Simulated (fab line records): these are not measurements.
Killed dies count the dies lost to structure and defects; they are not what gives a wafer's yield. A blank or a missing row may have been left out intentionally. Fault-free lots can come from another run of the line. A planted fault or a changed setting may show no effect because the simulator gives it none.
Problem report in the 8D (eight disciplines) form, filled by code    flow gf180mcu    the parts of the form that need people (team, actions taken, sign-off) are left out

== 1. WHAT WENT WRONG ==
Wafers free of any fault read 996 nm (standard deviation 11) for PASSIVATION_CVD_00_THK at GF_PASSIVATION_THK_MEAS_01, against a mean of 545 nm on 3 wafers of 2 lots. That is -41 standard deviations from the usual mean.
First observed at day 30 11:57: wafer L377.3, on film-metro-04. The record holds 33 wafers of 11 lots with a number at this step. By rule, "out" or "out of limits" means more than 4 standard deviations away from the usual mean. The rest of the wafers with a number are treated as sound.

== 2. WHAT IT IS, WHAT IT ISN'T ==
question                     is                            is not
which readings at this step  PASSIVATION_CVD_00_THK        -
which lots                   L377, L380                    L370, L371, L374, L387, L388, L389, L390, L391, L392
which wafers of those lots   L377.3, L377.4, L380.1        L377.5, L380.2, L380.4
read on which gauges         film-metro-03, film-metro-04  film-metro-01
when                         from day 30 11:57             up to then (10 sound wafers); but 20 sound wafers of L380, L387, L388, L389, L390, L391, L392 came after

== 3. SUSPECTS, AND WHAT RULES EACH OUT ==
Counting: if a tool at a process step up to the reading ran every lot that is out, it stays a suspect. Sound lots after the first of them don't rule it out here, since some wafers of a struck lot are sound.
- the gauge at GF_PASSIVATION_THK_MEAS_01 has been ruled out. Those wafers that are out were read across 2 gauges (film-metro-03, film-metro-04).
- pvd-sputter-02 at GF_V5_SPUTTER_21 (material Ti, target thk 15 nm, time 80.02 s): kept. It processed each lot that is out (first: L377, day 29 15:40); up to then, its last sound lot is L371 (day 28 02:26).
- pecvd-03 at GF_PASSIVATION_CVD_00 (deposits SiO2 from TEOS, target thk 1000 nm, time 111.95 s): kept. It processed each lot that is out (first: L377, day 30 11:51); up to then, its last sound lot is L374 (day 29 15:08).
- pecvd-03, GF_PASSIVATION_CVD_00: wafers that are out in chamber 2, sound lot-mates in chambers 0, 1.
The count leaves pecvd-03 at GF_PASSIVATION_CVD_00 and pvd-sputter-02 at GF_V5_SPUTTER_21.

== 4. THE CAUSE (what the simulator had put in) ==
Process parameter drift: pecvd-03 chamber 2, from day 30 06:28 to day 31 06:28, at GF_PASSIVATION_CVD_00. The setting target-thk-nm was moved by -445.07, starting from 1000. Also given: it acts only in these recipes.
2 suspects survive the count, and this tool is in that group.

== 5. THE EFFECT CHAIN, in route order ==
Rows list readings where the struck wafers' mean (over those with a number) sits beyond 3 standard deviations from the usual. Only readings for which the record gives a usual standard deviation are gone through. hours: the time from each lot's start at the first step in this table that gives one to its start at this step, as a median over the lots. sigmas: the change in usual standard deviations.
hours  step                        reading                 usual       on struck wafers  change  sigmas
0      GF_PASSIVATION_THK_MEAS_01  PASSIVATION_CVD_00_THK  996 nm      545               -451    -41
17     GF_PASSIVATION_ETCH_11      oes-product-au          0.962 a.u.  0.804             -0.158  -22
17     GF_PASSIVATION_ETCH_11      throttle-valve-pct      5.960 %     5.914             -0.046  -5.8
It contains these process steps:
- GF_PASSIVATION_ETCH_11: etches the open film in CF4/O2, stops on TiN, target depth 1800 nm, time 400 s.

== 6. WHAT WOULD HAVE CAUGHT IT SOONER ==
The first out-of-limits reading at a measuring or inspecting step in this record came at day 30 11:57, 5 hours after the fault's start at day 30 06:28.
An alarm limit of 4 standard deviations would not have fired on the tool readings at GF_PASSIVATION_CVD_00 for which the record gives a usual standard deviation, since none of them was out on any struck wafer.
Lots out: 2; of these, L380 started GF_PASSIVATION_CVD_00 on pecvd-03 after day 30 11:57. Had the tool been put on hold then, it would have been spared.
